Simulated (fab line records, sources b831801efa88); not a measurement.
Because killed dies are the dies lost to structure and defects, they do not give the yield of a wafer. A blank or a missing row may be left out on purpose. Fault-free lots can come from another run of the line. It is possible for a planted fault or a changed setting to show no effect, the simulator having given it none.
fab line records	flow sky130
record lots=6	wafers=18	last-day=50
route steps=708 shown METAL5@671 PASSIVATION@681 PAD_OPEN@694
lots that met no fault: taken from a fault-free run of the same line
start-h: start of the lot's first displayed wafer, in hours after the record's first day	wait-h: how many hours have passed since the lot's step before this one	" as in the row above	L1.1+2: a row that stands for several wafers	- no value present, or no start provided	* or withheld: withheld	< > ~ a bound
route shown NAME@n: a module of which the file shows steps, and the number in the route of the first	usual: mean/standard deviation taken from wafers without a fault	same: alike in all rows	chamber/n: place in a boat	sites: the reading at each site	_std_site: the standard deviation of these	_edge_site: inner sites' mean taken away from outer sites' mean	radius-mm: how far each site lies from the wafer's centre	mask NAME#n: copy n	behind: the most recent tool/chamber to have shaped the wafer	hold: reason for holding the lot/hours on hold/outcome of the hold	device: transistor that didn't switch, given as n, p or np	end of line: the tests these same wafers got at the end of their route	for a step that has no rows: nothing shown but its recipe	killed: dies that structure and defects cost at the first sort, which is not the same as the wafer's yield	map: dies across one wafer; x = killed, . = not, _ = none there
set.NAME: the setting the step ran with; set.NAME@STEP: the setting that earlier step ran with	model.NAME: the simulator's own value behind a step, which no gauge read
lots seen at some steps along the route; tables by step, rows by wafer
services: a tool's chamber out of use, with start hour (start-h, from the record's first day; less than 0 if before it), hours out, and reason
## steps
# step SKY_METAL5_SOFTBAKE_10
# recipe temp-c=90	time-s=60	resist=NOVOLAK
# step SKY_METAL5_EXPOSE_11
# recipe mask-id=MM5	na=0.6	source-shape=conventional	sigma-outer=0.6	polarization=unpolarized	target-cd-nm=1600	dose-mj=190
# step SKY_METAL5_PEB_12
# recipe temp-c=withheld	time-s=*	resist=NOVOLAK
# step SKY_METAL5_DEVELOP_13
# recipe resist=NOVOLAK	developer=TMAH	develop-time-s=60	dev-temp-c=23
# step SKY_METAL5_DESCUM_14
# recipe chemistry=O2	source-power-w=150	bias-power-w=0	pressure-mtorr=10	temp-c=40	time-s=11
# usual chamber-pressure-mTorr=9.999/0.0093	drypump-motor-current-A=5.50/0.3	oes-product-au=1.000/0.0071
lot.wafer	tool	chamber	start-h	wait-h	chamber-pressure-mTorr	drypump-motor-current-A	oes-product-au	rf-hours-counter-h
L452.2	rie-metal-03	1	1035.02	0.1	9.996	5.39	1.003	19
L452.4	"	0	"	"	9.998	5.14	0.999	-
L452.5	"	0	"	"	10.032	5.14	0.996	-
L461.3	rie-metal-03	1	1088.78	0.1	9.980	5.35	1.004	-
L461.4	"	0	"	"	10.007	5.13	0.990	-
L461.6	"	0	"	"	9.995	5.14	0.997	-
L463.1	rie-metal-03	1	1102.45	0.1	10.001	5.38	1.001	23
L463.2	"	0	"	"	9.992	5.13	0.996	15
L463.6	"	0	"	"	10.009	5.11	0.983	-
L469.3	rie-metal-02	1	1149.68	0.1	10.014	5.38	1.000	-
L469.4	"	0	"	"	10.005	5.34	1.004	-
L469.5	"	1	"	"	10.008	5.37	0.994	-
L471.2	rie-metal-02	0	1150.77	0.1	10.008	5.31	1.011	1
L471.5	"	1	"	"	9.994	5.33	1.003	-
L471.6	"	0	"	"	9.997	5.32	1.010	-
L475.1	rie-metal-03	0	1168.42	0.1	10.012	5.14	1.004	20
L475.5	"	1	"	"	10.009	5.37	0.995	-
L475.6	"	0	"	"	9.985	5.11	0.995	-
# step SKY_METAL5_METAL_ETCH_15
# recipe target-depth-a=12600	stop-on=SiO2	over-etch-frac=0.2	time-s=252	chemistry=Cl2/BCl3	resist-sidewall-deg=86	pressure-mtorr=10	icp-w=900	bias-w=48.5	Cl2_flow_sccm=60	bcl3-flow-sccm=30
# step SKY_METAL5_STRIP_16
# recipe chemistry=O2/N2	power-w=1400	pressure-mtorr=1500	platen-temp-c=withheld	o2-flow-sccm=3000	n2-flow-sccm=300	overash-fraction=0.5
# usual chamber-pressure-mTorr=1500.2/1.5	drypump-motor-current-A=5.8/0.55	oes-product-au=0.710/0.0044	strip-time-to-endpoint-s=13.08/0.095
# same overash-fraction=0.5
lot.wafer	tool	chamber	start-h	wait-h	chamber-pressure-mTorr	drypump-motor-current-A	oes-product-au	rf-hours-counter-h	strip-time-to-endpoint-s
L452.2	plasma-asher-04	0	1035.29	0.2	1503.7	6.6	0.711	88	13.01
L452.4	"	1	"	"	1500.7	5.3	0.715	-	13.08
L452.5	"	1	"	"	1498.5	5.3	0.712	-	13.16
L461.3	plasma-asher-03	1	1089.07	0.1	1499.1	5.9	0.713	-	13.11
L461.4	"	0	"	"	1499.8	6.1	0.706	-	13.16
L461.6	"	0	"	"	1499.2	6.1	0.718	-	13.09
L463.1	plasma-asher-01	1	1102.72	0.2	1499.5	6.1	0.709	3	13.13
L463.2	"	0	"	"	1501.2	4.9	0.713	3	13.11
L463.6	"	1	"	"	1501.2	6.1	0.716	-	13.24
L469.3	plasma-asher-03	0	1149.98	0.1	1500.7	6.0	0.720	-	13.06
L469.4	"	1	"	"	1499.7	5.9	0.712	-	12.92
L469.5	"	1	"	"	1497.8	5.9	0.711	-	13.07
L471.2	plasma-asher-04	0	1151.04	0.2	1500.0	6.6	0.710	99	13.00
L471.5	"	1	"	"	1500.0	5.3	0.710	-	13.08
L471.6	"	0	"	"	1500.3	6.6	0.711	-	13.07
L475.1	plasma-asher-04	1	1168.69	0.2	1503.4	5.3	0.707	101	13.24
L475.5	"	0	"	"	1498.5	6.6	0.710	-	13.24
L475.6	"	1	"	"	1500.6	5.3	0.713	-	13.13
# step SKY_METAL5_STRIP_17
# recipe chemistry=post-etch-residue-remover	time-s=1200	temp-c=72.5
# step SKY_METAL5_CLEAN_18
# recipe chemistry=IPA	time-s=180	temp-c=25
# step SKY_METAL5_CLEAN_19
# recipe chemistry=O3/DIW	dry=n2-spin
# step SKY_PASSIVATION_CVD_00
# recipe material=SiO2	target-thk-nm=90	temp-c=400	time-s=withheld	rf-w=600
# usual heater-power-outer-w=404/86	heater-power-w=704/110
lot.wafer	tool	chamber	start-h	wait-h	heater-power-outer-w	heater-power-w
L452.2	pecvd-03	2	1035.88	0.0	487	791
L452.4	"	0	"	"	470	789
L452.5	"	2	"	"	482	780
L461.3	pecvd-01	1	1090.01	0.0	362	718
L461.4	"	2	"	"	305	531
L461.6	"	1	"	"	373	719
L463.1	pecvd-01	2	1103.31	0.0	297	518
L463.2	"	0	"	"	281	559
L463.6	"	0	"	"	282	560
L469.3	pecvd-04	1	1150.57	0.0	349	678
L469.4	"	1	"	"	355	666
L469.5	"	2	"	"	439	767
L471.2	pecvd-01	1	1151.63	0.0	400	759
L471.5	"	2	"	"	365	605
L471.6	"	0	"	"	290	575
L475.1	pecvd-04	2	1169.88	0.0	492	854
L475.5	"	0	"	"	373	711
L475.6	"	2	"	"	505	853
# step SKY_PASSIVATION_THK_MEAS_01
# recipe reads=SiO2_of_PASSIVATION_CVD_00
# usual PASSIVATION_CVD_00_THK=89.9/1.2
lot.wafer	tool	chamber	start-h	wait-h	PASSIVATION_CVD_00_THK[nm]
L452.2	film-metro-02	-	1035.91	-	88.2
L452.4	"	-	"	"	90.4
L452.5	"	-	"	"	89.4
L461.3	film-metro-01	-	1090.05	-	88.8
L461.4	"	-	"	"	91.3
L461.6	"	-	"	"	90.6
L463.1	film-metro-01	-	1103.33	-	89.5
L463.2	"	-	"	"	89.8
L463.6	"	-	"	"	91.0
L469.3	film-metro-04	-	1150.61	-	88.7
L469.4	"	-	"	"	91.0
L469.5	"	-	"	"	90.5
L471.2	film-metro-04	-	1151.67	-	91.2
L471.5	"	-	"	"	91.6
L471.6	"	-	"	"	91.2
L475.1	film-metro-04	-	1169.91	-	91.3
L475.5	"	-	"	"	91.7
L475.6	"	-	"	"	92.7
# step SKY_PASSIVATION_CVD_02
# recipe material=Si3N4	target-thk-nm=540	temp-c=400	time-s=withheld	rf-w=450
# usual heater-power-outer-w=432/81	heater-power-w=754/100
lot.wafer	tool	chamber	start-h	wait-h	heater-power-outer-w	heater-power-w	model.Si3N4_of_PASSIVATION_CVD_02.thk-nm
L452.2	pecvd-04	1	1035.96	0.0	379	698	537.4
L452.4	"	1	"	"	404	726	539.8
L452.5	"	0	"	"	418	768	543.1
L461.3	pecvd-04	2	1090.09	0.0	560	940	561.4
L461.4	"	1	"	"	420	751	565.4
L461.6	"	2	"	"	438	800	563.8
L463.1	pecvd-04	0	1103.39	0.1	398	723	556
L463.2	"	2	"	"	506	865	552.7
L463.6	"	2	"	"	536	920	565.5
L469.3	pecvd-01	1	1150.65	0.0	451	829	532.2
L469.4	"	0	"	"	278	555	538.4
L469.5	"	1	"	"	464	852	538.2
L471.2	pecvd-03	2	1151.72	0.0	516	816	530.3
L471.5	"	1	"	"	567	875	540.1
L471.6	"	2	"	"	543	873	541.6
L475.1	pecvd-03	0	1169.97	0.1	502	838	540.6
L475.5	"	1	"	"	474	753	551.7
L475.6	"	0	"	"	388	688	548.3
# step SKY_PASSIVATION_THK_MEAS_03
# recipe reads=Si3N4_of_PASSIVATION_CVD_02
# usual PASSIVATION_CVD_02_THK=538/6.7
lot.wafer	tool	chamber	start-h	wait-h	hold	PASSIVATION_CVD_02_THK[nm]
L452.2	film-metro-02	-	1036.20	-	-	537
L452.4	"	-	"	"	-	540
L452.5	"	-	"	"	-	543
L461.3	film-metro-01	-	1090.33	-	await-dispo/0.2h/release	561
L461.4	"	-	"	"	await-dispo/0.2h/release	565
L461.6	"	-	"	"	await-dispo/0.2h/release	564
L461.3	film-metro-01	-	1090.60	0.3	-	562
L461.4	"	-	"	"	-	565
L461.6	"	-	"	"	-	564
L463.1	film-metro-01	-	1103.62	-	await-dispo/0.2h/release	556
L463.2	"	-	"	"	await-dispo/0.2h/release	552
L463.6	"	-	"	"	await-dispo/0.2h/release	566
L463.1	film-metro-01	-	1103.84	0.2	-	556
L463.2	"	-	"	"	-	552
L463.6	"	-	"	"	-	566
L469.3	film-metro-02	-	1150.90	-	-	532
L469.4	"	-	"	"	-	538
L469.5	"	-	"	"	-	539
L471.2	film-metro-01	-	1152.06	-	-	530
L471.5	"	-	"	"	-	540
L471.6	"	-	"	"	-	542
L475.1	film-metro-01	-	1170.19	-	-	541
L475.5	"	-	"	"	-	552
L475.6	"	-	"	"	-	548
# step SKY_PASSIVATION_HMDS_05
# recipe prime-time-s=60	prime-temp-c=120
# step SKY_PASSIVATION_COAT_06
# recipe spin-rpm=2000	resist-thk-nm=2946
# step SKY_PASSIVATION_SOFTBAKE_07
# recipe temp-c=110	time-s=withheld
# step SKY_PASSIVATION_EXPOSE_08
# recipe mask-id=NSM	target-cd-nm=3000	na=0.57	dose-mj=260
# step SKY_PASSIVATION_PEB_09
# recipe temp-c=115	time-s=withheld
# step SKY_PASSIVATION_DEVELOP_10
# recipe develop-time-s=60	dev-temp-c=23
# step SKY_PASSIVATION_ETCH_11
# recipe chemistry=CF4/O2	target-depth-nm=725	stop-on=AlCu	source-w=800	bias-w=150	pressure-mtorr=150	cf4-flow-sccm=80	O2_flow_sccm=10	time-s=161.1
# usual chamber-pressure-mTorr=150.00/0.15	drypump-motor-current-A=5.7/0.45	oes-product-au=0.977/0.0071	throttle-valve-pct=5.964/0.0093
lot.wafer	tool	chamber	start-h	wait-h	chamber-pressure-mTorr	drypump-motor-current-A	oes-product-au	rf-hours-counter-h	throttle-valve-pct	model.etch.depth-nm	model.PASSIVATION.feature-depth-nm
L452.2	rie-diel-02	1	1057.92	-	150.08	5.0	0.971	25	5.985	699.7	699.7
L452.4	"	3	"	"	150.23	5.4	0.978	-	5.973	704.9	704.9
L452.5	"	1	"	"	149.81	5.0	0.978	-	5.971	706.7	706.7
L461.3	rie-diel-01	2	1110.67	-	149.85	6.7	0.999	28	5.957	723.8	723.8
L461.4	"	0	"	"	150.02	6.1	0.989	19	5.966	725.1	725.1
L461.6	"	3	"	"	149.93	6.5	0.991	-	5.988	722.6	722.6
L463.1	rie-diel-02	2	1121.82	-	149.82	5.7	0.982	20	5.955	721	721
L463.2	"	0	"	"	150.50	6.3	0.996	17	5.967	719.2	719.2
L463.6	"	0	"	"	149.99	6.4	0.993	-	5.965	727.6	727.6
L469.3	rie-diel-02	0	1168.05	-	149.86	6.4	0.976	19	5.960	693.6	693.6
L469.4	"	3	"	"	149.81	5.4	0.970	-	5.962	701.8	701.8
L469.5	"	2	"	"	149.66	5.7	0.977	-	5.951	701.7	701.7
L471.2	rie-diel-03	0	1169.77	-	149.80	5.7	0.967	21	5.955	696.4	696.4
L471.5	"	0	"	"	150.12	5.7	0.978	-	5.962	706.2	706.2
L471.6	"	2	"	"	149.82	5.7	0.979	-	5.975	707.8	707.8
L475.1	rie-diel-01	0	1186.35	-	149.94	6.1	0.983	22	5.980	706.8	706.8
L475.5	"	1	"	"	150.03	5.2	0.983	-	5.951	718.9	718.9
L475.6	"	0	"	"	149.93	6.1	0.988	-	5.961	715.8	715.8
# step SKY_PASSIVATION_STRIP_12
# recipe chemistry=O2/N2	power-w=1400	pressure-mtorr=1500	platen-temp-c=withheld	overash-fraction=0.7	o2-flow-sccm=3000	n2-flow-sccm=300
# usual chamber-pressure-mTorr=1499.8/1.2	drypump-motor-current-A=5.6/0.48	oes-product-au=0.660/0.0048	strip-time-to-endpoint-s=30.86/0.1
# same overash-fraction=0.7
lot.wafer	tool	chamber	start-h	wait-h	chamber-pressure-mTorr	drypump-motor-current-A	oes-product-au	rf-hours-counter-h	strip-time-to-endpoint-s
L452.2	plasma-asher-02	0	1058.03	0.1	1501.0	5.0	0.663	64	30.73
L452.4	"	1	"	"	1500.9	5.6	0.655	-	30.85
L452.5	"	0	"	"	1497.7	5.0	0.651	-	30.76
L461.3	plasma-asher-04	1	1110.81	0.1	1500.8	5.3	0.659	-	30.72
L461.4	"	0	"	"	1500.0	6.6	0.653	-	30.81
L461.6	"	1	"	"	1500.4	5.3	0.662	-	30.83
L463.1	plasma-asher-02	0	1121.93	0.1	1498.9	4.9	0.667	71	30.75
L463.2	"	1	"	"	1499.4	5.5	0.660	71	30.86
L463.6	"	0	"	"	1498.3	4.9	0.663	-	30.74
L469.3	plasma-asher-03	0	1168.19	0.1	1499.2	6.0	0.657	-	30.83
L469.4	"	1	"	"	1500.3	5.9	0.659	-	30.75
L469.5	"	0	"	"	1499.5	6.0	0.661	-	30.67
L471.2	plasma-asher-02	0	1169.88	0.1	1499.6	4.9	0.664	75	30.92
L471.5	"	0	"	"	1499.4	5.0	0.652	-	30.87
L471.6	"	1	"	"	1498.2	5.5	0.665	-	30.81
L475.1	plasma-asher-04	0	1186.46	0.1	1499.1	6.5	0.658	103	30.74
L475.5	"	0	"	"	1499.5	6.6	0.660	-	30.80
L475.6	"	1	"	"	1499.9	5.3	0.662	-	30.86
# step SKY_PAD_OPEN_DEHYDRATE_00
# recipe temp-c=200	time-s=60
# step SKY_PAD_OPEN_HMDS_01
# recipe prime-time-s=60	prime-temp-c=120
# step SKY_PAD_OPEN_COAT_02
# recipe spin-rpm=2000	resist-thk-nm=3000
# step SKY_PAD_OPEN_SOFTBAKE_03
# recipe temp-c=110	time-s=withheld
# step SKY_PAD_OPEN_EXPOSE_04
# recipe mask-id=PDM	target-cd-nm=60000	na=0.57	dose-mj=260
# step SKY_PAD_OPEN_PEB_05
# recipe temp-c=115	time-s=withheld
# step SKY_PAD_OPEN_DEVELOP_06
# recipe develop-time-s=60	dev-temp-c=23
# step SKY_PAD_OPEN_ETCH_07
# recipe chemistry=CF4/O2	target-depth-nm=725	stop-on=AlCu	source-w=800	bias-w=150	pressure-mtorr=150	cf4-flow-sccm=80	O2_flow_sccm=10	time-s=161.1
# usual chamber-pressure-mTorr=150.02/0.13	drypump-motor-current-A=5.8/0.54	oes-product-au=0.977/0.0069	throttle-valve-pct=5.964/0.0088
lot.wafer	tool	chamber	start-h	wait-h	chamber-pressure-mTorr	drypump-motor-current-A	oes-product-au	rf-hours-counter-h	throttle-valve-pct	model.etch.depth-nm	model.PAD_OPEN.feature-depth-nm
L452.2	rie-diel-04	2	1079.30	-	149.96	5.8	0.969	16	5.958	699.7	699.7
L452.4	"	1	"	"	149.83	5.1	0.983	14	5.967	704.9	704.9
L452.5	"	3	"	"	150.16	5.3	0.976	-	5.945	706.7	706.7
L461.3	rie-diel-01	3	1130.50	-	150.17	6.5	0.983	10	5.964	723.8	723.8
L461.4	"	0	"	"	149.72	6.1	0.999	19	5.973	725.1	725.1
L461.6	"	1	"	"	150.00	5.1	0.989	-	5.969	722.6	722.6
L463.1	rie-diel-02	0	1140.50	-	150.13	6.4	1.000	18	5.968	721	721
L463.2	"	3	"	"	150.04	5.4	0.979	3	5.972	719.2	719.2
L463.6	"	0	"	"	150.36	6.4	1.001	-	5.964	727.6	727.6
L469.3	rie-diel-01	3	1184.05	-	150.18	6.5	0.963	12	5.962	693.6	693.6
L469.4	"	1	"	"	150.15	5.1	0.982	15	5.955	701.8	701.8
L469.5	"	3	"	"	150.02	6.5	0.982	-	5.952	701.7	701.7
L471.2	rie-diel-04	1	1186.00	-	149.95	5.1	0.973	18	5.961	696.4	696.4
L471.5	"	0	"	"	149.99	6.0	0.991	-	5.974	706.2	706.2
L471.6	"	3	"	"	150.09	5.3	0.978	-	5.951	707.8	707.8
L475.1	rie-diel-04	1	1201.60	-	150.07	5.1	0.981	19	5.950	706.8	706.8
L475.5	"	2	"	"	149.80	5.8	0.987	-	5.956	718.9	718.9
L475.6	"	1	"	"	149.90	5.1	0.979	-	5.972	715.4	715.4
# step SKY_PAD_OPEN_STRIP_08
# recipe chemistry=O2/N2	power-w=1400	pressure-mtorr=1500	platen-temp-c=withheld	overash-fraction=0.7	o2-flow-sccm=3000	n2-flow-sccm=300
# usual chamber-pressure-mTorr=1500.0/1.4	drypump-motor-current-A=5.5/0.49	oes-product-au=0.663/0.0041	strip-time-to-endpoint-s=37.11/0.11
# same overash-fraction=0.7
lot.wafer	tool	chamber	start-h	wait-h	chamber-pressure-mTorr	drypump-motor-current-A	oes-product-au	rf-hours-counter-h	strip-time-to-endpoint-s
L452.2	plasma-asher-01	0	1079.41	0.1	1501.4	4.9	0.671	1	37.04
L452.4	"	1	"	"	1500.0	6.0	0.666	-	37.15
L452.5	"	1	"	"	1501.1	6.1	0.659	-	37.12
L461.3	plasma-asher-02	0	1130.64	0.1	1501.0	4.9	0.667	-	37.10
L461.4	"	1	"	"	1500.6	5.6	0.663	-	37.07
L461.6	"	1	"	"	1498.8	5.6	0.668	-	37.03
L463.1	plasma-asher-03	0	1140.61	0.1	1498.6	6.0	0.667	36	36.89
L463.2	"	1	"	"	1501.4	5.9	0.664	36	37.03
L463.6	"	1	"	"	1500.0	5.9	0.663	-	36.81
L469.3	plasma-asher-01	1	1184.19	0.1	1498.6	6.1	0.667	-	37.08
L469.4	"	0	"	"	1499.3	4.9	0.664	-	37.17
L469.5	"	1	"	"	1501.0	6.1	0.655	-	36.99
L471.2	plasma-asher-03	1	1186.11	0.1	1500.3	5.9	0.662	40	37.02
L471.5	"	1	"	"	1500.3	5.9	0.670	-	37.08
L471.6	"	0	"	"	1497.5	6.0	0.664	-	37.11
L475.1	plasma-asher-01	0	1201.71	0.1	1500.1	4.9	0.668	13	37.25
L475.5	"	1	"	"	1498.8	6.1	0.669	-	37.30
L475.6	"	0	"	"	1499.3	4.9	0.662	-	37.27
# step SKY_PAD_OPEN_STRIP_09
# recipe chemistry=post-etch-residue-remover	time-s=1200	temp-c=72.5
lot.wafer	tool	chamber	start-h	wait-h	model.Si3N4_of_PASSIVATION_CVD_02.thk-nm
L452.2	wet-bench-03	3	1079.51	0.1	537
L452.4	"	3	"	"	539.5
L452.5	"	3	"	"	542.8
L461.3	wet-bench-02	3	1130.93	0.3	561.1
L461.4	"	3	"	"	565.1
L461.6	"	3	"	"	563.4
L463.1	wet-bench-02	1	1140.74	0.1	555.6
L463.2	"	1	"	"	552.3
L463.6	"	1	"	"	565.1
L469.3	wet-bench-02	1	1184.26	0.0	531.8
L469.4	"	1	"	"	538
L469.5	"	1	"	"	537.9
L471.2	wet-bench-03	0	1186.21	0.1	530
L471.5	"	0	"	"	539.8
L471.6	"	0	"	"	541.2
L475.1	wet-bench-02	3	1201.81	0.1	540.2
L475.5	"	3	"	"	551.4
L475.6	"	3	"	"	548
# step SKY_PAD_OPEN_CLEAN_10
# recipe chemistry=IPA	time-s=180	temp-c=25
# step SKY_PAD_OPEN_PROBE_99
# usual defect-limited-yield=82.1/1.8	killed_at_M0_to_M3=44/6.2	killed_at_M4_up=3.3/1.7	killed-at-contacts=24/4.9	killed-at-front-end=16/5	killed-at-other=0.3/0.48	killed-dies=88/9	killed-open=48/7	killed-short=39/6.1	sort_bin_3_pad_short=0.9/0.46	sort_bin_5_function=10.6/1.4	sort_bin_6_memory=6.4/1.1	sort-n-pass=404/9	sort-yield-pct=82.1/1.8
# same gross-dies=492	killed-at-back-side=0	sort_bin_4_leakage[%]=0	sort_bin_8_speed[%]=0
lot.wafer	tool	chamber	start-h	wait-h	defect-limited-yield[%]	killed_at_M0_to_M3	killed_at_M4_up	killed-at-contacts	killed-at-front-end	killed-at-other	killed-dies	killed-open	killed-short	sort_bin_3_pad_short[%]	sort_bin_5_function[%]	sort_bin_6_memory[%]	sort-n-pass	sort-yield-pct[%]
L452.5	prober-01	-	1081.82	0.2	86.4	28	2	21	16	0	67	37	30	1.0	8.3	4.3	425	86.4
L461.3	prober-02	-	1133.36	0.2	82.3	45	3	25	14	0	87	53	33	0.4	9.6	7.7	405	82.3
L461.4	prober-02	-	1133.41	0.2	81.1	49	2	23	19	0	93	44	48	0.6	11.8	6.5	399	81.1
L461.6	prober-02	-	1133.51	0.2	83.9	34	5	28	12	0	79	41	37	1.8	8.9	5.3	413	83.9
L463.1	prober-02	-	1142.89	0.1	82.5	37	4	22	23	0	86	42	44	1.4	10.4	5.7	406	82.5
L463.2	prober-02	-	1142.94	0.1	79.3	50	3	27	21	1	102	61	40	1.4	11.4	7.9	390	79.3
L463.6	prober-02	-	1143.14	0.2	81.5	48	4	25	14	0	91	56	35	0.6	11.8	6.1	401	81.5
L469.3	prober-02	-	1186.47	0.2	82.5	44	2	31	9	0	86	48	38	1.0	10.6	5.9	406	82.5
L471.2	prober-02	-	1188.37	0.1	83.5	41	4	22	14	0	81	38	43	1.2	10.0	5.3	411	83.5
L471.6	prober-02	-	1188.57	0.2	85.6	29	4	28	10	0	71	39	31	1.0	8.1	5.3	421	85.6
L475.6	prober-02	-	1204.21	0.2	82.3	49	1	27	10	0	87	53	33	0.6	10.2	6.9	405	82.3
# killed by level:class
L452.5 CONTACT:geometric-particle:open=10 VIA2:geometric-particle:open=8 FIELD_ISO:geometric-particle:short=5 FIELD_ISO:geometric-particle:open=5 CONTACT:geometric-particle:short=5 VIA1:geometric-particle:open=4 VIA3:geometric-particle:short=3 POLY_GATE:geometric-particle:open=3
L461.3 VIA1:geometric-particle:open=13 VIA3:geometric-particle:open=12 CONTACT:geometric-particle:open=11 LOCAL_INTERCONNECT:geometric-particle:short=5 VIA1:geometric-particle:short=5 FIELD_ISO:geometric-particle:open=4 POLY_GATE:geometric-particle:short=4 CONTACT:geometric-particle:short=4
L461.4 VIA1:geometric-particle:open=11 VIA3:geometric-particle:open=8 VIA2:geometric-particle:open=7 CONTACT:geometric-particle:short=7 VIA2:geometric-particle:short=6 CONTACT:geometric-particle:open=5 METAL2:geometric-particle:short=5 FIELD_ISO:geometric-particle:short=4
L461.6 VIA2:geometric-particle:open=9 CONTACT:geometric-particle:open=9 LI_CONTACT:geometric-particle:open=7 VIA3:geometric-particle:open=7 METAL4:geometric-particle:short=5 LOCAL_INTERCONNECT:geometric-particle:short=5 VIA1:geometric-particle:open=5 CONTACT:geometric-particle:short=4
L463.1 VIA1:geometric-particle:open=9 FIELD_ISO:geometric-particle:short=7 LI_CONTACT:geometric-particle:open=7 CONTACT:geometric-particle:open=7 VIA1:geometric-particle:short=6 POLY_GATE:geometric-particle:open=5 CONTACT:geometric-particle:short=5 SPACER:geometric-particle:short=4
L463.2 VIA2:geometric-particle:open=12 VIA1:geometric-particle:open=11 CONTACT:geometric-particle:open=8 POLY_GATE:geometric-particle:open=7 LI_CONTACT:geometric-particle:open=6 VIA2:geometric-particle:short=6 FIELD_ISO:geometric-particle:short=5 METAL1:geometric-particle:short=5
L463.6 VIA1:geometric-particle:open=15 CONTACT:geometric-particle:open=10 VIA3:geometric-particle:open=8 LI_CONTACT:geometric-particle:open=6 VIA3:geometric-particle:short=6 POLY_GATE:geometric-particle:short=5 CONTACT:geometric-particle:short=5 POLY_GATE:geometric-particle:open=4
L469.3 LI_CONTACT:geometric-particle:open=9 VIA3:geometric-particle:open=9 CONTACT:geometric-particle:open=8 VIA1:geometric-particle:open=8 LOCAL_INTERCONNECT:geometric-particle:short=5 METAL1:geometric-particle:short=5 VIA1:geometric-particle:short=5 METAL2:geometric-particle:short=5
L471.2 CONTACT:geometric-particle:open=8 VIA3:geometric-particle:open=8 METAL1:geometric-particle:short=6 CONTACT:geometric-particle:short=5 VIA1:geometric-particle:short=5 VIA2:geometric-particle:short=5 VIA2:geometric-particle:open=5 LI_CONTACT:geometric-particle:open=4
L471.6 CONTACT:geometric-particle:open=12 CONTACT:geometric-particle:short=6 METAL1:geometric-particle:short=6 VIA3:geometric-particle:open=6 LI_CONTACT:geometric-particle:open=5 VIA1:geometric-particle:open=5 FIELD_ISO:geometric-particle:short=3 LI_CONTACT:geometric-particle:short=3
L475.6 VIA1:geometric-particle:open=12 CONTACT:geometric-particle:open=11 VIA3:geometric-particle:open=10 LI_CONTACT:geometric-particle:open=8 METAL1:geometric-particle:short=8 VIA1:geometric-particle:short=6 VIA2:geometric-particle:open=5 LI_CONTACT:geometric-particle:short=4
## services
tool	chamber	start-h	hours	kind
rie-diel-01	2	1012.72	1.4	repair
rie-diel-04	0	1017.22	3.1	repair
rie-diel-03	0	1025.74	2.8	repair
rie-diel-02	1	1041.83	7.7	repair
rie-diel-01	0	1042.30	1.6	repair
plasma-asher-01	-	1055.25	9.0	pm
plasma-asher-04	-	1058.49	2.7	repair
plasma-asher-01	-	1068.62	3.3	repair
rie-diel-01	-	1074.92	0.1	repair
plasma-asher-02	-	1081.79	1.1	repair
plasma-asher-01	-	1082.11	3.3	repair
wet-bench-02	-	1085.23	21.4	repair
pecvd-03	-	1099.12	5.5	pm
wet-bench-03	-	1101.92	49.3	pm
pecvd-01	-	1139.61	3.0	repair
pecvd-03	-	1141.28	4.3	pm
rie-diel-04	1	1146.18	6.4	repair
rie-diel-02	0	1150.54	4.1	repair
wet-bench-03	-	1160.44	1.8	repair
pecvd-04	-	1165.21	2.0	repair
rie-diel-01	3	1178.23	1.8	repair
pecvd-04	-	1184.03	0.9	repair
rie-diel-01	2	1189.56	4.2	repair
rie-metal-02	1	1192.64	6.7	repair
## key
first-sign step=SKY_PASSIVATION_THK_MEAS_03	reading=visit	direction=added
effect step=SKY_PASSIVATION_THK_MEAS_03	reading=PASSIVATION_CVD_02_THK	direction=up	sigmas=3.4	usual=538	struck=561
model-effect step=SKY_PASSIVATION_CVD_02	value=Si3N4_of_PASSIVATION_CVD_02.thk-nm	without=538.7	struck=560.8
model-effect step=SKY_PASSIVATION_ETCH_11	value=etch.depth-nm	without=703.6	struck=723.2
model-effect step=SKY_PAD_OPEN_ETCH_07	value=etch.depth-nm	without=703.6	struck=723.2
model-effect step=SKY_PAD_OPEN_STRIP_09	value=Si3N4_of_PASSIVATION_CVD_02.thk-nm	without=538.3	struck=560.4
met-at SKY_PASSIVATION_CVD_02
struck-wafers L461.3,L461.4,L461.6,L463.1,L463.2,L463.6
onset-between 1035.96 1090.09
fault kind=process-parameter-drift	tool=pecvd-04	chamber=-	onset-h=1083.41	steps=SKY_PASSIVATION_CVD_02	channel=time-s	offset=withheld	shape=step	end-h=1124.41	acts-in=*
